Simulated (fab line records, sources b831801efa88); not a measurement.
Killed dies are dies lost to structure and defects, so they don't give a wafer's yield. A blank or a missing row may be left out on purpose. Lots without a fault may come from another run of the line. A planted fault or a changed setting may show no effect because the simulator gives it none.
A struck lot beside a sound one | flow sky130 | 16 steps out of a route of 708
Sound: wafers L678.3, L678.4, L678.5. Struck: wafers L685.1, L685.2, L685.6. The cause comes at the end.
At each step with rows: each side's tool, then ch and its chambers, then its first start. Under that, the readings that differ: sound wafers | struck wafers | difference of the means | sigmas: that difference in standard deviations of wafers without a fault.
alike: readings whose means differ by less than 2 such deviations, and words and numbers that are the same on both sides. not compared: withheld readings, readings that some wafer has no value for, bounds like >300 that may hide the same value, and numbers for which the record gives no deviation and whose values overlap.
The two part at a step that has a row with sigmas, a row that says differs or no value, or rows on one side only. Numbers that don't overlap but have no deviation are shown without sigmas and don't part them. A reading that every wafer of one side lacks parts them only if that side has two wafers or more.

first, 3 steps without rows for these wafers: SKY_LI_CONTACT_EXPOSE_09 (exposes mask LICM1, target cd 170 nm); SKY_LI_CONTACT_PEB_10; SKY_LI_CONTACT_DEVELOP_11 (develop time 60 s).
SKY_LI_CONTACT_CD_MEAS_12: target cd 170 nm.
  sound on cd_sem-01, day 33 07:46; struck on cd_sem-02, day 35 10:02
  alike: cd_nm
SKY_LI_CONTACT_OVL_MEAS_13:
  sound on overlay-02, day 33 07:52; struck on overlay-01, day 35 10:09
  alike: LI_CONTACT_OVL
SKY_LI_CONTACT_ETCH_14: etches BARC in N2/H2, stops on SiO2, time 45.9 s, target depth 60 nm.
  sound on rie_diel-03 ch 0,1,2, day 33 07:53; struck on rie_diel-03 ch 0,1,2, day 35 10:11
  alike: drypump_motor_current_A, oes_product_au, throttle_valve_pct
  not compared: rf_hours_counter_h
SKY_LI_CONTACT_ETCH_15: etches PSG in C4F8/O2/Ar, stops on Si, target depth 600 nm.
  sound on rie_diel-03 ch 0,1,2, day 33 07:56; struck on rie_diel-03 ch 0,1,2, day 35 10:14
  alike: oes_product_au
SKY_LI_CONTACT_STRIP_16: strips in O2/N2.
  sound on plasma_asher-03 ch 0,1, day 33 08:03; struck on plasma_asher-02 ch 0,1, day 35 10:19
  alike: drypump_motor_current_A, oes_product_au, strip_time_to_endpoint_s
  not compared: rf_hours_counter_h
then, 2 steps without rows for these wafers: SKY_LI_CONTACT_CLEAN_17 (cleans in NMP, time 600 s); SKY_LI_CONTACT_PRE_CLEAN_18 (time 5.6 s).
SKY_LI_CONTACT_SPUTTER_19: material Ti, target thk 20 nm, time 106.37 s.
  sound on pvd_sputter-01, day 33 08:19; struck on pvd_sputter-01, day 35 10:38
  alike: throttle_valve_pct
SKY_LI_CONTACT_SPUTTER_20: material TiN, target thk 20 nm, time 80 s.
  sound on pvd_sputter-01, day 33 08:23; struck on pvd_sputter-01, day 35 10:42
  alike: throttle_valve_pct
SKY_LI_CONTACT_CVD_21: deposits W, target thk 400 nm, time 120.56 s.
  sound on cvd_w-02 ch 0, day 33 08:32; struck on cvd_w-01 ch 0,1, day 35 10:46
  reading                                  | sound                | struck               | difference | sigmas
  susceptor_temp_C (C)                     | 399.59 399.80 399.57 | 398.01 398.08 398.08 | -1.60      | -7
  model.W_of_LI_CONTACT_CVD_21.thk_nm (nm) | 394.1 390.1 391.2    | 383 383.2 376.8      | -11        |
  alike: heater_power_w
SKY_LI_CONTACT_RS_MEAS_22: measures by four-point-probe.
  sound on film_metro-02, day 33 08:44; struck on film_metro-03, day 35 10:53
  reading                  | sound             | struck            | difference | sigmas
  LI_CONTACT_W_RS (ohm/sq) | 0.289 0.292 0.291 | 0.297 0.296 0.301 | +0.007     | +2
SKY_LI_CONTACT_THK_MEAS_23: measures by xrf.
  sound on film_metro-02, day 33 08:50; struck on film_metro-03, day 35 11:01
  alike: LI_CONTACT_W_THK
-- the record jumps here: 15 days lie between the struck wafers' starts before and after (it left off in module LI_CONTACT and takes up again in module PAD_OPEN, whose first step shown is number 708 of the route) --
SKY_PAD_OPEN_PROBE_99:
  sound on prober-02, day 48 22:15; struck on prober-02, day 50 09:34
  alike: killed_at_M0_to_M3, killed_at_M4_up, killed_at_contacts, killed_at_front_end, killed_at_other, killed_dies, killed_on_rim, killed_open, killed_short

WHERE THEY PART
First at SKY_LI_CONTACT_CVD_21; last, within this record, at SKY_LI_CONTACT_RS_MEAS_22. Later steps at which nothing parts them and some readings are alike: SKY_LI_CONTACT_THK_MEAS_23, SKY_PAD_OPEN_PROBE_99.

WHY: what the simulator had put in
Process parameter drift: cvd_w-01, from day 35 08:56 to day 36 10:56, at SKY_LI_CONTACT_CVD_21. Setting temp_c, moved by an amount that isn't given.
